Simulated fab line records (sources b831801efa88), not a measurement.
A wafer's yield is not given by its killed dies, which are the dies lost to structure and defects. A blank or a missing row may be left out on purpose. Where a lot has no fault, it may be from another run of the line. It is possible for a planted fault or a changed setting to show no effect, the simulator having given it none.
fab line records ; flow gf180mcu ; part 2 of 2: steps 31 to 43 of 43
[record] lots = 5; wafers = 15; last-day = 32
route steps=602 shown VT_IMPLANT@124 MVSD@136 NWELL@137 LVPWELL@138 MVPSD@139 DUAL_GATE@141 POLY_GATE@157
lots that met no fault: taken from a fault-free run of the same line
start-h: hours from the record's opening day to when the first of the lot's shown wafers began ; wait-h: time in hours since the lot's previous step ; " as in the row above ; L1.1+2: a single row standing in for several wafers ; - value missing, or start not given ; * or withheld: withheld ; < > ~ a bound
route shown NAME@n: NAME is a module with steps in the file, n the number in the route of the first one ; usual: the fault-free wafers' mean and standard deviation ; same: alike in all rows ; chamber/n: place in a boat ; sites: readings site by site ; _std_site: standard deviation of those values ; _edge_site: the outer-site mean with the inner-site mean subtracted ; radius-mm: for every site, how far away it sits from the centre of the wafer ; mask NAME#n: copy n ; behind: tool/chamber where the wafer was last shaped ; hold: what put the lot on hold/how long, in hours/how the hold closed ; device: names the non-switching transistor (n, p or np) ; end of line: tests of these same wafers at the route's end ; a step given without rows: its recipe and nothing more ; killed: not the wafer's yield, but the dies lost to structure and defects at the first sort ; map: the dies of a wafer, with x for killed, . for not killed, _ for no die there
set.NAME: the setting that was run; set.NAME@STEP: the one run at that earlier step ; model.NAME: the simulator's own value behind a step, which no gauge read
lots at selected steps of the route; one table per step, one row per wafer
services: a tool's chamber out of use, with start hour (start-h, from the record's first day; less than 0 if before it), hours out, and reason
[[steps]]
[step GF_DUAL_GATE_STRIP_13]
[recipe] chemistry = O2/N2; power-w = 1400; pressure-mtorr = 1500; platen-temp-c = 250; o2-flow-sccm = 3000; n2-flow-sccm = 300; overash-fraction = 0.5
[usual] drypump-motor-current-A = 5.58/0.078; heater-power-w = 306/31; oes-product-au = 0.716/0.0046; strip-time-to-endpoint-s = 12.64/0.033
[same] overash-fraction = 0.5
lot.wafer;tool;chamber;start-h;wait-h;drypump-motor-current-A;heater-power-w;oes-product-au;rf-hours-counter-h;strip-time-to-endpoint-s
L076.1;plasma-asher-04;0;195.28;0.0;5.47;315;0.717;7;12.68
L076.3;plasma-asher-04;1;195.28;0.0;5.58;284;0.719;-;12.70
L076.6;plasma-asher-04;1;195.28;0.0;5.57;295;0.714;-;12.66
L080.1;plasma-asher-03;0;223.53;0.0;5.61;277;0.718;58;12.62
L080.4;plasma-asher-03;1;223.53;0.0;5.64;297;0.725;-;12.61
L080.5;plasma-asher-03;1;223.53;0.0;5.62;301;0.715;-;12.64
L082.1;plasma-asher-03;0;236.25;0.0;5.61;276;0.713;59;12.63
L082.3;plasma-asher-03;0;236.25;0.0;5.61;283;0.718;-;12.59
L082.4;plasma-asher-03;1;236.25;0.0;5.59;298;0.718;-;12.61
L085.3;plasma-asher-04;0;256.47;0.0;5.46;315;0.719;-;12.62
L085.4;plasma-asher-04;1;256.47;0.0;5.54;290;0.718;-;12.66
L085.6;plasma-asher-04;1;256.47;0.0;5.53;285;0.710;-;12.63
L087.1;plasma-asher-01;1;270.43;0.0;5.71;353;0.725;61;12.59
L087.3;plasma-asher-01;0;270.43;0.0;5.51;280;0.716;-;12.56
L087.6;plasma-asher-01;1;270.43;0.0;5.67;364;0.710;-;12.56
[step GF_DUAL_GATE_CLEAN_14]
[recipe] chemistry = SC1/SC2; mix = 1:4:20; temp-c = 70; time-s = 150; dry = n2-spin
lot.wafer;tool;chamber;start-h;wait-h
L076.1+3+6;wet-bench-03;1;195.38;0.1
L080.1+4+5;wet-bench-02;0;223.63;0.1
L082.1+3+4;wet-bench-04;3;236.35;0.1
L085.3+4+6;wet-bench-04;1;256.53;0.0
L087.1+3+6;wet-bench-04;1;270.53;0.1
[step GF_DUAL_GATE_OXIDATION_15]
[recipe] temp-c = 850; ambient = O2; stabilise-s = 600; purge-s = 300; target-thk-a = 70.98; ox-time-s = 1995
[usual] zone-power-top-pct = 29.5/0.88
lot.wafer;tool;chamber;start-h;wait-h;zone-power-top-pct
L076.1;furnace-01;0;195.44;0.0;28.7
L076.3;furnace-01;0;195.44;0.0;28.6
L076.6;furnace-01;0;195.44;0.0;28.9
L080.1;furnace-01;0;225.78;2.1;28.3
L080.4;furnace-01;0;225.78;2.1;28.8
L080.5;furnace-01;0;225.78;2.1;29.7
L082.1;furnace-02;0;237.94;1.5;29.7
L082.3;furnace-02;0;237.94;1.5;30.2
L082.4;furnace-02;0;237.94;1.5;30.8
L085.3;furnace-01;0;256.59;0.0;28.7
L085.4;furnace-01;0;256.59;0.0;28.7
L085.6;furnace-01;0;256.59;0.0;28.4
L087.1;furnace-02;0;271.51;0.9;30.3
L087.3;furnace-02;0;271.51;0.9;30.1
L087.6;furnace-02;0;271.51;0.9;30.5
[step GF_POLY_GATE_CVD_00]
[recipe] material = poly-Si; target-thk-nm = 200; temp-c = 620; time-s = 1200; pressure-mtorr = 200
[usual] zone-power-top-pct = 20.2/2.7
lot.wafer;tool;chamber;start-h;wait-h;zone-power-top-pct
L076.1;lpcvd-02;1;196.99;0.0;15.1
L076.3;lpcvd-02;1;196.99;0.0;15.6
L076.6;lpcvd-02;1;196.99;0.0;15.5
L080.1;lpcvd-01;0;227.33;0.0;21.8
L080.4;lpcvd-01;0;227.33;0.0;22.1
L080.5;lpcvd-01;0;227.33;0.0;21.4
L082.1;lpcvd-02;0;239.49;0.0;18.1
L082.3;lpcvd-02;0;239.49;0.0;18.4
L082.4;lpcvd-02;0;239.49;0.0;18.4
L085.3;lpcvd-02;1;258.15;0.0;15.6
L085.4;lpcvd-02;1;258.15;0.0;15.5
L085.6;lpcvd-02;1;258.15;0.0;15.5
L087.1;lpcvd-01;0;273.07;0.0;21.5
L087.3;lpcvd-01;0;273.07;0.0;21.7
L087.6;lpcvd-01;0;273.07;0.0;22.0
[step GF_POLY_GATE_THK_MEAS_01]
[recipe] reads = poly-Si_of_POLY_GATE_CVD_00
[usual] POLY_GATE_CVD_00_THK = 199.4/2.3
lot.wafer;tool;chamber;start-h;wait-h;POLY_GATE_CVD_00_THK[nm]
L076.1;film-metro-02;-;198.33;0.0;203.3
L076.3;film-metro-02;-;198.33;0.0;202.6
L076.6;film-metro-02;-;198.33;0.0;200.2
L080.1;film-metro-03;-;228.66;0.0;199.7
L080.4;film-metro-03;-;228.66;0.0;200.7
L080.5;film-metro-03;-;228.66;0.0;199.5
L082.1;film-metro-01;-;240.82;0.0;199.9
L082.3;film-metro-01;-;240.82;0.0;198.3
L082.4;film-metro-01;-;240.82;0.0;199.1
L085.3;film-metro-03;-;259.50;0.0;199.3
L085.4;film-metro-03;-;259.50;0.0;200.6
L085.6;film-metro-03;-;259.50;0.0;198.6
L087.1;film-metro-02;-;274.40;0.0;201.4
L087.3;film-metro-02;-;274.40;0.0;198.7
L087.6;film-metro-02;-;274.40;0.0;201.1
[step GF_POLY_GATE_DEHYDRATE_02]
[recipe] temp-c = 200; time-s = 60
lot.wafer;tool;chamber;start-h;wait-h
L076.1+3+6;litho-track-01;0;206.68;8.3
L080.1+4+5;litho-track-02;0;237.42;8.7
L082.1+3+4;litho-track-02;0;249.57;8.7
L085.3+4+6;litho-track-02;0;268.57;9.1
L087.1+3+6;litho-track-04;0;283.42;9.0
[step GF_POLY_GATE_HMDS_03]
[recipe] prime-time-s = 60; prime-temp-c = 120
[usual] prime-temp-c = 120.00/0.15
lot.wafer;tool;chamber;start-h;wait-h;prime-temp-c
L076.1;litho-track-01;0;206.83;0.1;120.29
L076.3;litho-track-01;0;206.83;0.1;120.07
L076.6;litho-track-01;0;206.83;0.1;119.88
L080.1;litho-track-02;0;237.57;0.1;119.93
L080.4;litho-track-02;0;237.57;0.1;119.87
L080.5;litho-track-02;0;237.57;0.1;120.05
L082.1;litho-track-02;0;249.72;0.1;119.95
L082.3;litho-track-02;0;249.72;0.1;119.80
L082.4;litho-track-02;0;249.72;0.1;119.93
L085.3;litho-track-02;0;268.72;0.1;119.93
L085.4;litho-track-02;0;268.72;0.1;119.96
L085.6;litho-track-02;0;268.72;0.1;119.97
L087.1;litho-track-04;0;283.57;0.1;120.18
L087.3;litho-track-04;0;283.57;0.1;119.89
L087.6;litho-track-04;0;283.57;0.1;120.28
[step GF_POLY_GATE_COAT_04]
[recipe] resist = BARC; temp-c = withheld; time-s = withheld; spin-rpm = withheld; resist-thk-nm = withheld
lot.wafer;tool;chamber;start-h;wait-h
L076.1+3+6;litho-track-01;0;206.98;0.1
L080.1+4+5;litho-track-02;0;237.72;0.1
L082.1+3+4;litho-track-02;0;249.87;0.1
L085.3+4+6;litho-track-02;0;268.87;0.1
L087.1+3+6;litho-track-04;0;283.72;0.1
[step GF_POLY_GATE_COAT_05]
[recipe] resist = KrF; spin-rpm = withheld; resist-thk-nm = 700
lot.wafer;tool;chamber;start-h;wait-h
L076.1+3+6;litho-track-01;0;-;-
L080.1+4+5;litho-track-02;0;-;-
L082.1+3+4;litho-track-02;0;-;-
L085.3+4+6;litho-track-02;0;-;-
L087.1+3+6;litho-track-04;0;-;-
[step GF_POLY_GATE_SOFTBAKE_06]
[recipe] temp-c = 130; time-s = 60; resist = KrF
lot.wafer;tool;chamber;start-h;wait-h
L076.1+3+6;litho-track-01;0;-;-
L080.1+4+5;litho-track-02;0;-;-
L082.1+3+4;litho-track-02;0;-;-
L085.3+4+6;litho-track-02;0;-;-
L087.1+3+6;litho-track-04;0;-;-
[step GF_POLY_GATE_EXPOSE_07]
[recipe] mask-id = Poly2; target-cd-nm = 280; na = 0.68; source-shape = conventional; sigma-outer = 0.6; dose-mj = 28
[usual] stage-vel-mm-s = 500.04/0.25
lot.wafer;tool;chamber;start-h;wait-h;mask;stage-vel-mm-s
L076.1;krf-scanner-01;0;-;-;Poly2#0;500.18
L076.3;krf-scanner-01;0;-;-;Poly2#0;499.70
L076.6;krf-scanner-01;0;-;-;Poly2#0;500.31
L080.1;krf-scanner-01;0;-;-;Poly2#0;499.94
L080.4;krf-scanner-01;0;-;-;Poly2#0;500.08
L080.5;krf-scanner-01;0;-;-;Poly2#0;500.40
L082.1;krf-scanner-01;0;-;-;Poly2#0;499.96
L082.3;krf-scanner-01;0;-;-;Poly2#0;500.33
L082.4;krf-scanner-01;0;-;-;Poly2#0;500.14
L085.3;krf-scanner-01;0;-;-;Poly2#0;500.24
L085.4;krf-scanner-01;0;-;-;Poly2#0;500.18
L085.6;krf-scanner-01;0;-;-;Poly2#0;500.25
L087.1;krf-scanner-02;0;-;-;Poly2#0;500.10
L087.3;krf-scanner-02;0;-;-;Poly2#0;499.91
L087.6;krf-scanner-02;0;-;-;Poly2#0;500.30
[step GF_POLY_GATE_PEB_08]
[recipe] peb-temp-c = 135; peb-time-s = 90; resist = KrF
lot.wafer;tool;chamber;start-h;wait-h
L076.1+3+6;litho-track-01;0;-;-
L080.1+4+5;litho-track-04;0;-;-
L082.1+3+4;litho-track-01;0;-;-
L085.3+4+6;litho-track-02;0;-;-
L087.1+3+6;litho-track-04;0;-;-
[step GF_POLY_GATE_DEVELOP_09]
[recipe] develop-time-s = 60; resist = KrF; dev-temp-c = 20.5
lot.wafer;tool;chamber;start-h;wait-h
L076.1+3+6;litho-track-01;0;216.03;0.2
L080.1+4+5;litho-track-04;0;247.47;0.2
L082.1+3+4;litho-track-01;0;259.43;0.2
L085.3+4+6;litho-track-02;0;278.87;0.1
L087.1+3+6;litho-track-04;0;294.07;0.2
[[services]]
tool;chamber;start-h;hours;kind
krf-scanner-01;-;159.86;3.6;pm
krf-scanner-02;-;164.18;101.7;repair
krf-scanner-01;-;203.27;1.3;pm
implanter-02;-;212.87;3.4;pm
iline-stepper-01;-;215.23;0.9;repair
implanter-03;-;215.91;20.1;pm
krf-scanner-02;-;218.85;2.4;repair
krf-scanner-01;-;219.98;1.0;pm
furnace-02;-;222.54;3.8;repair
furnace-02;-;223.24;2.6;repair
wet-bench-02;-;226.97;1.7;repair
krf-scanner-01;-;227.13;0.8;pm
furnace-01;-;227.33;3.5;pm
plasma-asher-03;-;231.27;2.1;repair
implanter-03;-;238.38;6.7;repair
iline-stepper-01;-;241.38;1.7;pm
wet-bench-02;-;245.04;1.8;repair
plasma-asher-01;-;250.25;5.4;repair
krf-scanner-02;-;251.10;0.6;repair
plasma-asher-03;-;253.11;10.0;pm
plasma-asher-02;-;262.11;3.1;repair
krf-scanner-02;-;265.92;3.6;pm
krf-scanner-02;-;269.48;0.8;pm
implanter-03;-;271.69;5.0;pm
